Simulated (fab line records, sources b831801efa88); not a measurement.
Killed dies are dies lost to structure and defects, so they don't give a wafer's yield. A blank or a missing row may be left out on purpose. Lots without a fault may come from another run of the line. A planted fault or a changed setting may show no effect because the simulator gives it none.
Which tool did it? | flow sky130 | 15 lots, 45 wafers sampled, at 7 steps of a route of 708

WHAT THE GAUGES READ, wafer by wafer
SKY_POLY_CUT_CD_MEAS_08: target cd 270 nm.
lot  | measured     | on        | cd_nm (nm)
L121 | day 24 04:47 | cd_sem-01 | 268.2 270.0 268.3
L123 | day 25 04:56 | cd_sem-02 | 270.1 269.3 268.6
L126 | day 25 22:12 | cd_sem-01 | 270.1 269.6 270.4
L125 | day 25 22:33 | cd_sem-01 | 269.4 272.1 270.1
L124 | day 25 23:35 | cd_sem-01 | 271.2 269.5 268.9
L127 | day 26 04:08 | cd_sem-02 | 270.4 269.6 270.0
L129 | day 27 01:39 | cd_sem-01 | 269.6 270.4 270.2
L134 | day 28 18:12 | cd_sem-01 | 269.0 270.0 269.3
L136 | day 29 06:14 | cd_sem-02 | 268.7 269.3 270.0
L137 | day 29 21:35 | cd_sem-01 | 272.5 272.1 271.3
L139 | day 30 10:30 | cd_sem-01 | 271.4 272.0 271.5
L140 | day 30 21:24 | cd_sem-01 | 271.6 271.8 271.2
L141 | day 30 22:27 | cd_sem-01 | 269.1 270.2 268.5
L142 | day 31 00:42 | cd_sem-01 | 270.3 271.0 270.4
L144 | day 31 18:08 | cd_sem-01 | 270.8 269.8 270.3

SKY_RES_XHIGH_TW_MEAS_09.
lot  | measured     | on            | RES_XHIGH_TW
L121 | day 26 15:11 | film_metro-04 | 1634 1635 1642
L123 | day 27 15:13 | film_metro-03 | 1656 1666 1663
L126 | day 28 07:29 | film_metro-04 | 1624 1636 1628
L125 | day 28 08:24 | film_metro-04 | 1623 1624 1624
L124 | day 28 09:17 | film_metro-04 | 1628 1634 1630
L127 | day 28 13:55 | film_metro-03 | 1657 1650 1655
L129 | day 29 10:48 | film_metro-03 | 1651 1657 1651
L134 | day 31 02:03 | film_metro-03 | 1666 1666 1658
L136 | day 31 14:09 | film_metro-03 | 1655 1660 1663
L137 | day 32 05:24 | film_metro-02 | 1639 1654 1643
L139 | day 32 17:58 | film_metro-03 | 1654 1652 1661
L140 | day 33 04:25 | film_metro-03 | 1660 1665 1666
L141 | day 33 05:27 | film_metro-02 | 1651 1655 1657
L142 | day 33 07:17 | film_metro-02 | 1646 1652 1650
L144 | day 33 23:20 | film_metro-03 | 1663 1666 1661

SKY_SD_N_TW_MEAS_12.
lot  | measured     | on            | SD_N_TW
L121 | day 27 20:26 | film_metro-04 | 3978 4022 3996
L123 | day 28 19:51 | film_metro-02 | 4000 4018 4017
L126 | day 29 11:20 | film_metro-04 | 3951 3954 3986
L125 | day 29 12:14 | film_metro-03 | 1393 1400 1401
L124 | day 29 13:26 | film_metro-03 | 1399 1403 1402
L127 | day 29 17:18 | film_metro-03 | 1401 1401 1395
L129 | day 30 15:20 | film_metro-04 | 3972 3956 3969
L134 | day 32 05:45 | film_metro-03 | 3987 3999 3995
L136 | day 32 17:26 | film_metro-03 | 4039 4049 4026
L137 | day 33 08:06 | film_metro-04 | 4000 4003 3977
L139 | day 33 21:47 | film_metro-02 | 3988 3972 3992
L140 | day 34 07:24 | film_metro-04 | 3975 3947 3969
L141 | day 34 08:23 | film_metro-03 | 4066 4051 4054
L142 | day 34 09:23 | film_metro-02 | 3985 3987 3995
L144 | day 35 01:32 | film_metro-04 | 3972 3988 3962

SKY_SD_N_RS_MEAS_16: measures by four-point-probe.
lot  | measured     | on            | SD_N_RS (ohm/sq)
L121 | day 27 20:43 | film_metro-04 | 68.61 68.62 68.59
L123 | day 28 20:10 | film_metro-04 | 68.68 68.68 68.76
L126 | day 29 11:37 | film_metro-03 | 68.38 68.58 68.36
L125 | day 29 12:31 | film_metro-04 | 439.83 439.54 439.94
L124 | day 29 13:43 | film_metro-04 | 442.08 440.54 440.91
L127 | day 29 17:45 | film_metro-02 | 438.65 437.43 437.00
L129 | day 30 15:37 | film_metro-04 | 68.83 68.79 68.67
L134 | day 32 06:03 | film_metro-04 | 68.55 68.44 68.47
L136 | day 32 17:47 | film_metro-02 | 68.49 68.39 68.61
L137 | day 33 08:25 | film_metro-02 | 68.38 68.23 68.44
L139 | day 33 22:05 | film_metro-03 | 68.77 68.52 68.49
L140 | day 34 07:45 | film_metro-02 | 68.43 68.48 68.38
L141 | day 34 08:44 | film_metro-02 | 68.44 68.35 68.48
L142 | day 34 09:41 | film_metro-02 | 68.62 68.48 68.54
L144 | day 35 01:49 | film_metro-02 | 68.54 68.59 68.45

WHICH TOOL RAN EACH LOT (tool, then ch and the chambers of the sampled wafers, then the start)
lot  | SKY_POLY_CUT_ETCH_10               | SKY_SD_N_IMPLANT_09             | SKY_SD_N_STRIP_11
L121 | rie_diel-03 ch 1,2, day 24 04:56   | implanter-04 ch 0, day 27 20:02 | plasma_asher-01 ch 0,1, day 27 20:20
L123 | rie_diel-04 ch 0,3, day 25 05:02   | implanter-01 ch 0, day 28 19:29 | plasma_asher-04 ch 0,1, day 28 19:46
L126 | rie_diel-02 ch 2,3, day 25 22:22   | implanter-01 ch 0, day 29 10:56 | plasma_asher-04 ch 0,1, day 29 11:14
L125 | rie_diel-03 ch 1,3, day 25 22:43   | implanter-04, day 29 11:50      | plasma_asher-01 ch 0,1, day 29 12:08
L124 | rie_diel-02 ch 1,2,3, day 25 23:44 | implanter-01, day 29 13:02      | plasma_asher-02 ch 0,1, day 29 13:20
L127 | rie_diel-04 ch 0,2, day 26 04:14   | implanter-04, day 29 16:56      | plasma_asher-01 ch 0,1, day 29 17:13
L129 | rie_diel-03 ch 1,2,3, day 27 01:49 | implanter-04 ch 0, day 30 14:56 | plasma_asher-04 ch 0,1, day 30 15:14
L134 | rie_diel-04 ch 0,1,3, day 28 18:20 | implanter-01 ch 0, day 32 05:22 | plasma_asher-02 ch 0,1, day 32 05:38
L136 | rie_diel-04 ch 0,2,3, day 29 06:23 | implanter-03 ch 0, day 32 17:02 | plasma_asher-04 ch 0,1, day 32 17:20
L137 | rie_diel-04 ch 1,2,3, day 29 21:43 | implanter-03 ch 0, day 33 07:44 | plasma_asher-02 ch 0,1, day 33 08:01
L139 | rie_diel-02 ch 2,3, day 30 10:38   | implanter-01 ch 0, day 33 21:24 | plasma_asher-04 ch 0,1, day 33 21:41
L140 | rie_diel-04 ch 1,2, day 30 21:32   | implanter-03 ch 0, day 34 07:01 | plasma_asher-04 ch 0, day 34 07:17
L141 | rie_diel-03 ch 0,2,3, day 30 22:35 | implanter-01 ch 0, day 34 08:01 | plasma_asher-02 ch 0,1, day 34 08:17
L142 | rie_diel-02 ch 0,2,3, day 31 00:52 | implanter-03 ch 0, day 34 08:59 | plasma_asher-04 ch 0,1, day 34 09:17
L144 | rie_diel-02 ch 0,2,3, day 31 18:17 | implanter-03 ch 0, day 35 01:08 | plasma_asher-01 ch 0,1, day 35 01:26
- SKY_POLY_CUT_ETCH_10: etches BARC in N2/H2, stops on SiO2, time 45.9 s, target depth 60 nm.
- SKY_SD_N_IMPLANT_09
- SKY_SD_N_STRIP_11: strips in O2/N2.

WHAT THE TOOLS THEMSELVES READ (means of the sampled wafers that have a number; where no wafer has one, the mark that the record gives instead)
SKY_POLY_CUT_ETCH_10.
lot  | tool        | drypump_motor_current_A (A) | oes_product_au (a.u.) | throttle_valve_pct (%)
L121 | rie_diel-03 | 6.3                         | 0.856                 | 13.232
L123 | rie_diel-04 | 5.4                         | 0.858                 | 13.226
L126 | rie_diel-02 | 5.3                         | 0.855                 | 13.228
L125 | rie_diel-03 | 6.1                         | 0.854                 | 13.238
L124 | rie_diel-02 | 5.4                         | 0.857                 | 13.227
L127 | rie_diel-04 | 5.9                         | 0.850                 | 13.227
L129 | rie_diel-03 | 6.2                         | 0.854                 | 13.225
L134 | rie_diel-04 | 5.6                         | 0.849                 | 13.221
L136 | rie_diel-04 | 5.6                         | 0.860                 | 13.216
L137 | rie_diel-04 | 5.8                         | 0.851                 | 13.226
L139 | rie_diel-02 | 5.5                         | 0.851                 | 13.234
L140 | rie_diel-04 | 6.3                         | 0.854                 | 13.229
L141 | rie_diel-03 | 5.9                         | 0.856                 | 13.227
L142 | rie_diel-02 | 5.7                         | 0.854                 | 13.222
L144 | rie_diel-02 | 5.7                         | 0.853                 | 13.231

SKY_SD_N_IMPLANT_09.
lot  | tool         | beam_energy_keV | beam_on_s (s)
L121 | implanter-04 | 49.985          | 19
L123 | implanter-01 | 50.006          | 15
L126 | implanter-01 | 50.006          | 15
L125 | implanter-04 | -               | -
L124 | implanter-01 | -               | -
L127 | implanter-04 | -               | -
L129 | implanter-04 | 50.006          | 19
L134 | implanter-01 | 50.005          | 16
L136 | implanter-03 | 49.990          | 22
L137 | implanter-03 | 49.985          | 23
L139 | implanter-01 | 49.978          | 15
L140 | implanter-03 | 50.000          | 23
L141 | implanter-01 | 50.005          | 15
L142 | implanter-03 | 49.978          | 23
L144 | implanter-03 | 50.000          | 23

SKY_SD_N_STRIP_11.
lot  | tool            | drypump_motor_current_A (A) | oes_product_au (a.u.) | strip_time_to_endpoint_s (s)
L121 | plasma_asher-01 | 5.8                         | 0.529                 | 22.56
L123 | plasma_asher-04 | 5.4                         | 0.526                 | 22.60
L126 | plasma_asher-04 | 5.4                         | 0.531                 | 22.54
L125 | plasma_asher-01 | 5.7                         | 0.717                 | 14.24
L124 | plasma_asher-02 | 4.8                         | 0.710                 | 14.18
L127 | plasma_asher-01 | 5.8                         | 0.714                 | 14.22
L129 | plasma_asher-04 | 5.3                         | 0.527                 | 22.55
L134 | plasma_asher-02 | 4.9                         | 0.536                 | 22.58
L136 | plasma_asher-04 | 5.3                         | 0.529                 | 22.55
L137 | plasma_asher-02 | 4.8                         | 0.525                 | 22.54
L139 | plasma_asher-04 | 5.3                         | 0.527                 | 22.54
L140 | plasma_asher-04 | 5.4                         | 0.529                 | 22.47
L141 | plasma_asher-02 | 4.9                         | 0.527                 | 22.57
L142 | plasma_asher-04 | 5.4                         | 0.527                 | 22.49
L144 | plasma_asher-01 | 5.8                         | 0.528                 | 22.54

THE ANSWER, worked out from the rows above alone
Rule: what is usual is taken from the lots themselves. Put in order of their means at a reading, lots are off if they are a third of the lots or fewer, leave a main group of 4 or more, and stand apart from it by a gap of 3 or more times the standard deviation of the main group's means; of several such gaps the widest counts. A main group whose means are all the same, to the digits that the tables above print for the reading, isn't used. A lot without any number at a reading at which 4 lots or more have one is off too. The other lots that the step has rows for count as sound. The gauges are gone through in route order, then the tools' own readings, and for those a lot's mean is taken as printed above. The first step at which some lot is off is used, and at that step the reading that is off furthest; a lot without a number counts as furthest.
Off: L125, L124, L127, at SKY_SD_N_TW_MEAS_12 (SD_N_TW). The main group: mean 3994, standard deviation 28.
A tool fits if, at a process step before that reading, it ran every lot that is off, and no sound lot after the first of them. The gauges at SKY_SD_N_TW_MEAS_12 aren't tried: what is off there is off at SKY_SD_N_RS_MEAS_16 too, on other tools, and a gauge's error can't cause that. None of those tried fits.

WHAT THE SIMULATOR HAD PUT IN
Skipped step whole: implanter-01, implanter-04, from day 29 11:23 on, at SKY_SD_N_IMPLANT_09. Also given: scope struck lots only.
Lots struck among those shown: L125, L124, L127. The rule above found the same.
